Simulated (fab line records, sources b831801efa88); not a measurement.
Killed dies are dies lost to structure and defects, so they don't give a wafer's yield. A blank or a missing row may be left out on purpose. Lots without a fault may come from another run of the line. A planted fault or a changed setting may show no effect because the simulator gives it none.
Which tool did it? | flow gf180mcu | 7 lots, 21 wafers sampled, at 1 step of a route of 602

WHAT THE GAUGES READ, wafer by wafer
GF_M5_OVL_MEAS_08.
lot  | measured     | on         | M5_OVL (nm)
L346 | day 28 23:58 | overlay-02 | -10 -5 0
L348 | day 29 14:08 | overlay-01 | 1 -4 0
L350 | day 30 09:16 | overlay-01 | 6 -1 4
L355 | day 31 09:35 | overlay-01 | 0 4 -4
L358 | day 32 04:52 | overlay-02 | -2 -9 -1
L368 | day 34 06:38 | overlay-02 | -9 0 -5
L362 | day 34 10:58 | overlay-01 | -15 -7 -7

WHICH TOOL RAN EACH LOT (tool, then ch and the chambers of the sampled wafers, then the start)
The record holds no process step before these readings.

THE ANSWER, worked out from the rows above alone
Rule: what is usual is taken from the lots themselves. Put in order of their means at a reading, lots are off if they are a third of the lots or fewer, leave a main group of 4 or more, and stand apart from it by a gap of 3 or more times the standard deviation of the main group's means; of several such gaps the widest counts. A main group whose means are all the same, to the digits that the tables above print for the reading, isn't used. A lot without any number at a reading at which 4 lots or more have one is off too. The other lots that the step has rows for count as sound.
No lot is off at any reading shown: from this, nothing can be told.

WHAT THE SIMULATOR HAD PUT IN
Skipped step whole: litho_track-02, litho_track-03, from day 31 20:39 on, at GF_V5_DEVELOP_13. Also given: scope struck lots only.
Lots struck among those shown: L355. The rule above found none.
